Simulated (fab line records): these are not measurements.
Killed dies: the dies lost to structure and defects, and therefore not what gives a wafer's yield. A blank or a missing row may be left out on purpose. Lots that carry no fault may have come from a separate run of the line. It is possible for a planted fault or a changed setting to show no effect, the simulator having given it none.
2 desks looking at one fault -- flow sky130 -- numbers are kept per desk, each desk with only its own; the story behind them comes last

== TOOL OWNER'S DESK, wet_bench-03 ==
The tool's own readings at SKY_CAPM_CLEAN_16 (cleans in IPA, time 180 s): means of the sampled wafers that have a number, for each lot that ran on this tool. If a lot's mean is further than 4 standard deviations from the usual mean, the lot is out of limits and carries the mark OUT (the distance appears in the brackets).
Columns: A = bath_heat_duty_pct at SKY_CAPM_CLEAN_16, usual 6.3 %
lot,first seen here,A
L937,day 37 05:43,5.8
L939,day 38 02:02,7.6
L942,day 39 02:17,5.7
L944,day 39 19:31,6.1
L954,day 42 23:16,7.2
L960,day 44 05:19,6.0
Finding of this desk: none of the 6 lots has anything out of limits.

== METROLOGY DESK ==
Lot by lot, what the gauges showed, no matter which tool ran the lot: averages of those sampled wafers that carry a number. If a lot's mean is further than 4 standard deviations from the usual mean, the lot is out of limits and carries the mark OUT (the distance appears in the brackets).
Columns: A = VIA4_HDPCVD_THK at SKY_VIA4_THK_MEAS_01, usual 1752 nm
lot,first seen here,A
L937,day 41 14:50,1764
L939,day 42 09:10,1776
L941,day 42 19:28,1763
L942,day 43 08:08,1752
L943,day 43 18:13,1773
L944,day 44 00:07,1771
L945,day 44 04:37,1758
L946,day 44 15:03,1730
L954,day 46 20:44,1733
L957,day 47 14:48,1743
L959,day 47 20:37,1730
L960,day 47 22:01,1776
Finding of this desk: none of the 12 lots has anything out of limits.

== ALL TOGETHER ==
The tool owner's desk saw nothing out of limits.
From the metrology desk's view, nothing was out of limits.

== WHAT THE SIMULATOR PUT IN ==
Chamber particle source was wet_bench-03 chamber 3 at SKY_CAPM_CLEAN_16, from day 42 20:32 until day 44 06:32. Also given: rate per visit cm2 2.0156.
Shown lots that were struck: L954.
